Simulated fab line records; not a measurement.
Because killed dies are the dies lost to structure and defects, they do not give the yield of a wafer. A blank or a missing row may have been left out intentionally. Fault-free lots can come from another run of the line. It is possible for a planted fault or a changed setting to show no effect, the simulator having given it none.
What tool caused it? / flow sky130 / 24 lots, 72 wafers sampled, at 3 steps of a route of 708

WHAT EACH GAUGE READ, for each wafer
SKY_LI_CONTACT_OVL_MEAS_13.
lot=L074; measured=day 28 15:04; on=overlay-01; LI_CONTACT_OVL (nm)=-3 -1 -1
lot=L075; measured=day 28 17:08; on=overlay-01; LI_CONTACT_OVL (nm)=3 14 -4
lot=L076; measured=day 29 08:26; on=overlay-02; LI_CONTACT_OVL (nm)=-8 -4 -1
lot=L077; measured=day 29 15:49; on=overlay-02; LI_CONTACT_OVL (nm)=7 2 4
lot=L078; measured=day 29 22:28; on=overlay-01; LI_CONTACT_OVL (nm)=4 1 1
lot=L079; measured=day 30 18:22; on=overlay-01; LI_CONTACT_OVL (nm)=-9 -1 0
lot=L080; measured=day 31 01:39; on=overlay-02; LI_CONTACT_OVL (nm)=-3 -2 3
lot=L081; measured=day 31 04:09; on=overlay-01; LI_CONTACT_OVL (nm)=1 3 5
lot=L082; measured=day 31 17:14; on=overlay-02; LI_CONTACT_OVL (nm)=-9 -5 1
lot=L083; measured=day 31 20:14; on=overlay-02; LI_CONTACT_OVL (nm)=-7 -1 -7
lot=L084; measured=day 32 11:09; on=overlay-01; LI_CONTACT_OVL (nm)=2 7 9
lot=L086; measured=day 32 19:07; on=overlay-02; LI_CONTACT_OVL (nm)=4 10 -2
lot=L085; measured=day 32 22:54; on=overlay-02; LI_CONTACT_OVL (nm)=3 -1 -5
lot=L087; measured=day 33 07:40; on=overlay-01; LI_CONTACT_OVL (nm)=3 0 4
lot=L088; measured=day 33 19:57; on=overlay-01; LI_CONTACT_OVL (nm)=6 10 7
lot=L089; measured=day 33 22:12; on=overlay-01; LI_CONTACT_OVL (nm)=5 -3 3
lot=L090; measured=day 34 04:32; on=overlay-01; LI_CONTACT_OVL (nm)=-2 1 -5
lot=L091; measured=day 34 10:15; on=overlay-01; LI_CONTACT_OVL (nm)=1 5 3
lot=L092; measured=day 34 19:24; on=overlay-01; LI_CONTACT_OVL (nm)=7 2 -1
lot=L093; measured=day 36 21:08; on=overlay-02; LI_CONTACT_OVL (nm)=2 -2 -5
lot=L097; measured=day 36 21:19; on=overlay-02; LI_CONTACT_OVL (nm)=5 2 4
lot=L094; measured=day 37 00:18; on=overlay-01; LI_CONTACT_OVL (nm)=-2 2 6
lot=L096; measured=day 37 01:58; on=overlay-01; LI_CONTACT_OVL (nm)=1 -1 5
lot=L095; measured=day 37 04:47; on=overlay-01; LI_CONTACT_OVL (nm)=-7 -5 4

SKY_LI_CONTACT_THK_MEAS_23: measures by xrf.
lot=L074; measured=day 28 15:54; on=film metro-02; LI_CONTACT_W_THK (nm)=408 408 403
lot=L075; measured=day 28 17:59; on=film metro-01; LI_CONTACT_W_THK (nm)=408 411 408
lot=L076; measured=day 29 09:17; on=film metro-04; LI_CONTACT_W_THK (nm)=404 398 407
lot=L077; measured=day 29 16:40; on=film metro-02; LI_CONTACT_W_THK (nm)=418 419 424
lot=L078; measured=day 29 23:40; on=film metro-01; LI_CONTACT_W_THK (nm)=408 405 405
lot=L079; measured=day 30 19:13; on=film metro-04; LI_CONTACT_W_THK (nm)=391 390 402
lot=L080; measured=day 31 02:29; on=film metro-04; LI_CONTACT_W_THK (nm)=397 395 404
lot=L081; measured=day 31 05:00; on=film metro-02; LI_CONTACT_W_THK (nm)=404 402 412
lot=L082; measured=day 31 18:05; on=film metro-04; LI_CONTACT_W_THK (nm)=395 395 398
lot=L083; measured=day 31 21:06; on=film metro-04; LI_CONTACT_W_THK (nm)=395 395 396
lot=L084; measured=day 32 12:00; on=film metro-02; LI_CONTACT_W_THK (nm)=414 404 409
lot=L086; measured=day 32 19:58; on=film metro-04; LI_CONTACT_W_THK (nm)=394 391 394
lot=L085; measured=day 32 23:45; on=film metro-01; LI_CONTACT_W_THK (nm)=409 405 408
lot=L087; measured=day 33 08:34; on=film metro-02; LI_CONTACT_W_THK (nm)=411 407 415
lot=L088; measured=day 33 20:48; on=film metro-02; LI_CONTACT_W_THK (nm)=407 409 412
lot=L089; measured=day 33 23:13; on=film metro-04; LI_CONTACT_W_THK (nm)=392 394 391
lot=L090; measured=day 34 05:24; on=film metro-02; LI_CONTACT_W_THK (nm)=404 404 411
lot=L091; measured=day 34 11:06; on=film metro-02; LI_CONTACT_W_THK (nm)=406 396 402
lot=L092; measured=day 34 20:16; on=film metro-01; LI_CONTACT_W_THK (nm)=425 417 420
lot=L093; measured=day 36 22:07; on=film metro-01; LI_CONTACT_W_THK (nm)=422 416 416
lot=L097; measured=day 36 22:10; on=film metro-04; LI_CONTACT_W_THK (nm)=400 395 402
lot=L094; measured=day 37 01:16; on=film metro-02; LI_CONTACT_W_THK (nm)=403 407 405
lot=L096; measured=day 37 02:49; on=film metro-01; LI_CONTACT_W_THK (nm)=405 409 404
lot=L095; measured=day 37 05:37; on=film metro-04; LI_CONTACT_W_THK (nm)=401 392 399

TOOL THAT RAN EACH LOT (tool first, then ch and the chambers of the sampled wafers, then the start)
lot=L074; SKY_SD_P_STRIP_10=plasma asher-01 ch 0,1, day 24 22:58
lot=L075; SKY_SD_P_STRIP_10=plasma asher-01 ch 0,1, day 25 00:20
lot=L076; SKY_SD_P_STRIP_10=plasma asher-01 ch 0,1, day 25 17:31
lot=L077; SKY_SD_P_STRIP_10=plasma asher-01 ch 0,1, day 25 23:40
lot=L078; SKY_SD_P_STRIP_10=plasma asher-02 ch 0,1, day 26 06:10
lot=L079; SKY_SD_P_STRIP_10=plasma asher-02 ch 0,1, day 27 02:34
lot=L080; SKY_SD_P_STRIP_10=plasma asher-01 ch 0,1, day 27 10:34
lot=L081; SKY_SD_P_STRIP_10=plasma asher-03 ch 0,1, day 27 14:19
lot=L082; SKY_SD_P_STRIP_10=plasma asher-02 ch 0,1, day 28 02:40
lot=L083; SKY_SD_P_STRIP_10=plasma asher-01 ch 0,1, day 28 05:32
lot=L084; SKY_SD_P_STRIP_10=plasma asher-03 ch 0,1, day 28 22:22
lot=L086; SKY_SD_P_STRIP_10=plasma asher-02 ch 0,1, day 29 07:16
lot=L085; SKY_SD_P_STRIP_10=plasma asher-01 ch 0,1, day 29 11:21
lot=L087; SKY_SD_P_STRIP_10=plasma asher-01 ch 0, day 29 19:16
lot=L088; SKY_SD_P_STRIP_10=plasma asher-02 ch 0,1, day 30 08:29
lot=L089; SKY_SD_P_STRIP_10=plasma asher-02 ch 0, day 30 11:16
lot=L090; SKY_SD_P_STRIP_10=plasma asher-03 ch 0,1, day 30 17:43
lot=L091; SKY_SD_P_STRIP_10=plasma asher-01 ch 0, day 31 00:32
lot=L092; SKY_SD_P_STRIP_10=plasma asher-01 ch 1, day 31 09:11
lot=L093; SKY_SD_P_STRIP_10=plasma asher-01 ch 0,1, day 33 12:02
lot=L097; SKY_SD_P_STRIP_10=plasma asher-02 ch 0,1, day 33 12:41
lot=L094; SKY_SD_P_STRIP_10=plasma asher-03 ch 0,1, day 33 16:19
lot=L096; SKY_SD_P_STRIP_10=plasma asher-03 ch 0,1, day 33 16:46
lot=L095; SKY_SD_P_STRIP_10=plasma asher-01 ch 1, day 33 19:25
- SKY_SD_P_STRIP_10: strips in O2/N2.

AS READ BY THE TOOLS THEMSELVES (means over the sampled wafers that have a number; for cases with no such wafer, the mark the record gives instead)
SKY_SD_P_STRIP_10.
lot=L074; tool=plasma asher-01; drypump motor current A (A)=5.3; oes product au (a.u.)=0.615; strip time to endpoint s (s)=17.41
lot=L075; tool=plasma asher-01; drypump motor current A (A)=5.5; oes product au (a.u.)=0.619; strip time to endpoint s (s)=17.52
lot=L076; tool=plasma asher-01; drypump motor current A (A)=5.3; oes product au (a.u.)=0.617; strip time to endpoint s (s)=17.59
lot=L077; tool=plasma asher-01; drypump motor current A (A)=5.3; oes product au (a.u.)=0.618; strip time to endpoint s (s)=17.55
lot=L078; tool=plasma asher-02; drypump motor current A (A)=6.2; oes product au (a.u.)=0.616; strip time to endpoint s (s)=17.55
lot=L079; tool=plasma asher-02; drypump motor current A (A)=6.2; oes product au (a.u.)=0.618; strip time to endpoint s (s)=17.42
lot=L080; tool=plasma asher-01; drypump motor current A (A)=5.5; oes product au (a.u.)=0.616; strip time to endpoint s (s)=17.45
lot=L081; tool=plasma asher-03; drypump motor current A (A)=5.5; oes product au (a.u.)=0.617; strip time to endpoint s (s)=17.46
lot=L082; tool=plasma asher-02; drypump motor current A (A)=5.9; oes product au (a.u.)=0.613; strip time to endpoint s (s)=17.51
lot=L083; tool=plasma asher-01; drypump motor current A (A)=5.5; oes product au (a.u.)=0.621; strip time to endpoint s (s)=17.43
lot=L084; tool=plasma asher-03; drypump motor current A (A)=5.5; oes product au (a.u.)=0.620; strip time to endpoint s (s)=17.55
lot=L086; tool=plasma asher-02; drypump motor current A (A)=5.9; oes product au (a.u.)=0.618; strip time to endpoint s (s)=17.45
lot=L085; tool=plasma asher-01; drypump motor current A (A)=5.3; oes product au (a.u.)=0.615; strip time to endpoint s (s)=17.49
lot=L087; tool=plasma asher-01; drypump motor current A (A)=5.0; oes product au (a.u.)=0.623; strip time to endpoint s (s)=17.49
lot=L088; tool=plasma asher-02; drypump motor current A (A)=5.9; oes product au (a.u.)=0.621; strip time to endpoint s (s)=17.58
lot=L089; tool=plasma asher-02; drypump motor current A (A)=6.3; oes product au (a.u.)=0.613; strip time to endpoint s (s)=17.52
lot=L090; tool=plasma asher-03; drypump motor current A (A)=5.3; oes product au (a.u.)=0.622; strip time to endpoint s (s)=17.49
lot=L091; tool=plasma asher-01; drypump motor current A (A)=5.0; oes product au (a.u.)=0.620; strip time to endpoint s (s)=17.52
lot=L092; tool=plasma asher-01; drypump motor current A (A)=5.7; oes product au (a.u.)=0.617; strip time to endpoint s (s)=17.47
lot=L093; tool=plasma asher-01; drypump motor current A (A)=5.3; oes product au (a.u.)=0.615; strip time to endpoint s (s)=17.50
lot=L097; tool=plasma asher-02; drypump motor current A (A)=5.9; oes product au (a.u.)=0.616; strip time to endpoint s (s)=17.47
lot=L094; tool=plasma asher-03; drypump motor current A (A)=5.5; oes product au (a.u.)=0.619; strip time to endpoint s (s)=17.50
lot=L096; tool=plasma asher-03; drypump motor current A (A)=5.5; oes product au (a.u.)=0.619; strip time to endpoint s (s)=17.50
lot=L095; tool=plasma asher-01; drypump motor current A (A)=5.8; oes product au (a.u.)=0.617; strip time to endpoint s (s)=17.47

THE ANSWER, worked out from the rows above alone
Rule: usual is defined by the lots themselves. Put in order of their means at a reading, lots are off if they are a third of the lots or fewer, leave a main group of 4 or more, and stand apart from it by a gap of 3 or more times the standard deviation of the main group's means; of several such gaps the widest counts. The tables above print the reading to a certain number of digits; a main group whose means all agree to those digits is not used. Also off: a lot with no number at a reading for which 4 or more lots have one. Any other lot the step has rows for is counted as sound. The gauges are gone through in route order, then the tools' own readings, and for those a lot's mean is taken as printed above. At the first step where some lot is off, the reading lying furthest off is the one used; lots without a number count as furthest.
None of the lots is off at any reading shown; this tells nothing.

WHAT THE SIMULATOR HAD INSERTED
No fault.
